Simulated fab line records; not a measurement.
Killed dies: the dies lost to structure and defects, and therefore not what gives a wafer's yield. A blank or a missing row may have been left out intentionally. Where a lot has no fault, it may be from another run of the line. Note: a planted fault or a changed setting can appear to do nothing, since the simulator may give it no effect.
Struck lot and sound lot, side by side / flow sky130 / 43 steps out of a route of 708
Sound: the wafers L185.3, L185.4, L185.5. Struck: wafer L195.3 (L195.1, L195.5, from the same lot, were not struck and are left out); the cause is given at the end.
For every step that has rows: the tool of each side, followed by ch and its chambers, followed by its first start. Under that, the readings that differ: sound wafers / struck wafers / difference of the means / sigmas: that difference in standard deviations of wafers without a fault.
alike: a reading whose means differ by less than 2 such deviations, as well as words and numbers matching on both sides. not compared: withheld readings; readings where some wafer has no value; bounds like >300 that might hide an equal value; numbers whose values overlap and for which the record gives no deviation.
A row with sigmas, a row that says differs or no value, or rows on one side alone: a step with any of these is where the two part. Non-overlapping numbers with no deviation appear without sigmas and do not part them. A reading missing from all wafers of one side parts the sides only when that side holds two or more wafers.

SKY_SONOS_ONO_THK_MEAS_05:
  struck on filmMetro-01, day 15 23:14; sound on filmMetro-01, day 13 04:53
  alike: SONOS_ONO_CVD_04_THK
then, 7 steps without rows for these wafers: SKY_SONOS_ONO_DEHYDRATE_06 (time 60 s); SKY_SONOS_ONO_HMDS_07 (prime time 60 s); SKY_SONOS_ONO_COAT_08 (resist thk 1140 nm); SKY_SONOS_ONO_SOFTBAKE_09 (time 60 s); SKY_SONOS_ONO_EXPOSE_10 (exposes mask ONOM, target cd 410 nm); SKY_SONOS_ONO_PEB_11; SKY_SONOS_ONO_DEVELOP_12 (develop time 60 s).
SKY_SONOS_ONO_CD_MEAS_13 targets a cd of 410 nm.
  struck on cdSem-02, day 17 04:25; sound on cdSem-02, day 14 06:21
  alike: cdNm
SKY_SONOS_ONO_OVL_MEAS_14:
  struck on overlay-02, day 17 04:32; sound on overlay-02, day 14 06:27
  alike: SONOS_ONO_OVL
SKY_SONOS_ONO_ETCH_15: etches the open film in CHF3/O2, target depth 19.52 nm, time 7.8 s.
  sound on rieDiel-01 ch 2,3, day 14 06:28; struck on rieDiel-04 ch 3, day 17 04:34
reading=oesProductAu (a.u.); sound=1.001 0.996 0.998; struck=1.016; difference=+0.018; sigmas=+2
  alike: drypumpMotorCurrentA, throttleValvePct
  not compared: rfHoursCounterH
then, 1 step without rows for these wafers: SKY_SONOS_ONO_WET_ETCH_16 (etches SiO2 in dHF, target depth 14 nm, time 280 s).
SKY_SONOS_ONO_STRIP_17: strips in O2/N2.
  sound on plasmaAsher-01 ch 0,1, day 14 06:37; struck on plasmaAsher-04 ch 1, day 17 04:41
  alike: drypumpMotorCurrentA, oesProductAu, stripTimeToEndpointS
  not compared: rfHoursCounterH
then, 3 steps without rows for these wafers: SKY_SONOS_ONO_WET_ETCH_18 (etches Si3N4 in H3PO4, target depth 15 nm, time 172 s); SKY_GATE_OXIDE_CLEAN_00 (cleans in SC1/SC2, time 150 s); SKY_GATE_OXIDE_OXIDATION_01 (stabilise 600 s, purge 300 s, target thk 10.268 nm).
SKY_GATE_OXIDE_THK_MEAS_02:
  struck on filmMetro-02, day 17 06:57; sound on filmMetro-02, day 14 09:02
  alike: GATE_OXIDE_OXIDATION_00_THK
then, 7 steps without rows for these wafers: SKY_GATE_OXIDE_DEHYDRATE_03 (time 60 s); SKY_GATE_OXIDE_HMDS_04 (prime time 60 s); SKY_GATE_OXIDE_COAT_05 (resist thk 1140 nm); SKY_GATE_OXIDE_SOFTBAKE_06 (time 60 s); SKY_GATE_OXIDE_EXPOSE_07 (exposes mask LVOM, target cd 600 nm); SKY_GATE_OXIDE_PEB_08; SKY_GATE_OXIDE_DEVELOP_09 (develop time 60 s).
SKY_GATE_OXIDE_OVL_MEAS_10:
  struck on overlay-02, day 18 12:04; sound on overlay-01, day 15 11:02
  alike: GATE_OXIDE_OVL
then, 2 steps without rows for these wafers: SKY_GATE_OXIDE_IMPLANT_11; SKY_GATE_OXIDE_WET_ETCH_12 (etches SiO2 in dHF, target depth 16.8 nm, time 336 s).
SKY_GATE_OXIDE_STRIP_13: strips in O2/N2.
  sound on plasmaAsher-02 ch 0,1, day 15 11:27; struck on plasmaAsher-01 ch 1, day 18 12:21
  alike: drypumpMotorCurrentA, oesProductAu, stripTimeToEndpointS
  not compared: rfHoursCounterH
SKY_GATE_OXIDE_TW_MEAS_14:
  struck on filmMetro-02, day 18 12:27; sound on filmMetro-02, day 15 11:32
reading=GATE_OXIDE_TW; sound=220.8 222.1 222.7; struck=224.6; difference=+2.7; sigmas=+2
then, 3 steps without rows for these wafers: SKY_GATE_OXIDE_CLEAN_15 (cleans in SC1/SC2, time 150 s); SKY_GATE_OXIDE_OXIDATION_16 (stabilise 600 s, purge 300 s, target thk 3.57 nm); SKY_POLY_GATE_CVD_00 (deposits poly-Si, target thk 180 nm, time 720 s).
SKY_POLY_GATE_THK_MEAS_01:
  struck on filmMetro-03, day 18 17:16; sound on filmMetro-04, day 15 15:56
  alike: POLY_GATE_CVD_00_THK
then, 8 steps without rows for these wafers: SKY_RES_PROTECT_DEHYDRATE_00 (time 60 s); SKY_RES_PROTECT_HMDS_01 (prime time 60 s); SKY_RES_PROTECT_COAT_02 (resist thk 1140 nm); SKY_RES_PROTECT_SOFTBAKE_03 (time 60 s); SKY_RES_PROTECT_EXPOSE_04 (exposes mask RPM, target cd 1270 nm); SKY_RES_PROTECT_PEB_05; SKY_RES_PROTECT_DEVELOP_06 (develop time 60 s); SKY_POLY_GATE_IMPLANT_02.
SKY_RES_PROTECT_STRIP_07: strips in O2/N2.
  sound on plasmaAsher-03 ch 0,1, day 16 19:51; struck on plasmaAsher-03 ch 0, day 19 23:07
  alike: drypumpMotorCurrentA, oesProductAu, stripTimeToEndpointS
  not compared: rfHoursCounterH
-- record jumps: 29 days separate the struck wafers' starts on either side; left off in module RES_PROTECT, taken up again in module PAD_OPEN, whose first shown step is the route's number 708 --
SKY_PAD_OPEN_PROBE_99:
  struck on prober-02, day 48 21:17; sound on prober-01, day 46 22:50
reading=hold; sound=- - -; struck=awaitDispo/1.5h/release; difference=no value on the sound wafers; sigmas=
reading=killedAtFrontEnd; sound=20 21 21; struck=67; difference=+46; sigmas=+10
reading=killedDies; sound=105 98 111; struck=147; difference=+42; sigmas=+4
reading=killedOnRim; sound=24 14 26; struck=31; difference=+10; sigmas=+3
  alike: killed_at_M0_to_M3, killed_at_M4_up, killedAtContacts, killedAtOther, killedOpen, killedShort

== WHERE THEY PART ==
First at SKY_SONOS_ONO_ETCH_15; last, within this record, at SKY_PAD_OPEN_PROBE_99.

WHY: whatever the simulator had introduced
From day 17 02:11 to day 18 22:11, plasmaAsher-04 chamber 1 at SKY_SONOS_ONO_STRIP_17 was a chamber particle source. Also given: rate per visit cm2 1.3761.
